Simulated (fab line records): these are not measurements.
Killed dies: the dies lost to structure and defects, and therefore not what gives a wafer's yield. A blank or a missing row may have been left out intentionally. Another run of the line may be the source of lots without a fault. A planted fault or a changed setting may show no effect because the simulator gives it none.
The same fault as seen by 2 desks ; flow sky130 ; only its own numbers are on each desk; what lay behind them is given at the end

AT THE METROLOGY DESK
What the gauges read, lot by lot, whatever tool the lot ran on: means of the sampled wafers that have a number. Any lot whose mean is over 4 standard deviations away from the usual mean is out of limits and marked OUT; that distance is given in the brackets.
Columns: A = SONOS_ONO_OVL at SKY_SONOS_ONO_OVL_MEAS_14, usual 0.3 nm; B = GATE_OXIDE_TW at SKY_GATE_OXIDE_TW_MEAS_14, usual 226.3; C = POLY_GATE_OXIDATION_THK at SKY_POLY_GATE_THK_MEAS_21, usual 3.98 nm
lot;first seen here;A;B;C
L532;day 13 00:09;-1.0;226.2;3.94
L533;day 13 03:21;2.3;223.4;4.05
L534;day 13 14:37;2.2;227.3;3.88
L537;day 14 17:40;-1.3;226.1;3.91
L540;day 15 20:36;1.7;227.0;5.40 (+16) OUT
L542;day 16 18:43;0.8;225.9;5.28 (+14) OUT
L547;day 18 08:35;-3.0;225.8;3.97
L550;day 19 17:23;-0.8;223.0;4.01
L551;day 20 02:26;3.4;228.0;4.14
L552;day 20 06:32;2.7;224.0;4.05
L554;day 20 08:33;0.7;227.5;4.10
L553;day 20 12:06;0.7;228.1;4.06
This desk's result: L540, L542 out of limits, first on L540 (POLY_GATE_OXIDATION_THK at SKY_POLY_GATE_THK_MEAS_21), day 20 01:02. L532, L533, L534, L537, L547, L550, L551, L552, L554, L553 stayed within limits.

DESK OF THE TOOL OWNER: furnace-01
The tool's own readings at SKY_POLY_GATE_OXIDATION_20 (stabilise 600 s, purge 300 s, target thk 4 nm): means of the sampled wafers that have a number, for each lot that ran on this tool. Any lot whose mean is over 4 standard deviations away from the usual mean is out of limits and marked OUT; that distance is given in the brackets.
Columns: A = spike tc bottom C at SKY_POLY_GATE_OXIDATION_20, usual 869.2 C; B = spike tc centre C at SKY_POLY_GATE_OXIDATION_20, usual 851.0 C; C = spike tc lower C at SKY_POLY_GATE_OXIDATION_20, usual 850.0 C; D = spike tc top C at SKY_POLY_GATE_OXIDATION_20, usual 861.7 C; E = spike tc upper C at SKY_POLY_GATE_OXIDATION_20, usual 848.2 C; F = zone power centre pct at SKY_POLY_GATE_OXIDATION_20, usual 18.47 %; G = zone power lower pct at SKY_POLY_GATE_OXIDATION_20, usual 15.9 %
lot;first seen here;A;B;C;D;E;F;G
L533;day 16 21:38;867.4;850.9;849.3;858.5;847.4;18.77;16.6
L537;day 18 16:37;867.5;851.4;849.3;858.5;846.9;18.70;16.6
L540;day 19 23:46;892.6 (+16) OUT;875.9 (+25) OUT;874.0 (+18) OUT;882.6 (+7.2) OUT;872.6 (+19) OUT;20.18 (+5.9) OUT;17.8
L542;day 20 20:14;893.0 (+16) OUT;874.9 (+24) OUT;873.9 (+18) OUT;882.3 (+7.1) OUT;871.4 (+18) OUT;19.65 (+4.1) OUT;17.6
L550;day 23 21:13;867.9;849.8;849.4;858.2;848.0;18.74;16.8
L551;day 24 07:11;867.7;850.4;850.0;859.1;846.9;18.63;16.8
This desk's verdict: out of limits on L540, L542, starting with L540 at day 19 23:46 (spike tc bottom C at SKY_POLY_GATE_OXIDATION_20). L533, L537, L550, L551 stayed within limits.

BROUGHT TOGETHER
An alarm could have come from the tool owner's desk at day 19 23:46, on L540, L542.
At day 20 01:02 the metrology desk could have sounded an alarm, on L540, L542.
On furnace-01, each named lot ran SKY_POLY_GATE_OXIDATION_20.

WHAT HAD BEEN PUT IN BY THE SIMULATOR
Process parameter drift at SKY_POLY_GATE_OXIDATION_20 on furnace-01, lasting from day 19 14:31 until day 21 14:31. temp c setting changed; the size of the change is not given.
Lots struck among those shown: L540, L542.
Delay (hours) between the fault's onset and each desk's first out-of-limits reading: 9 at the tool owner's desk, 11 at the metrology desk.
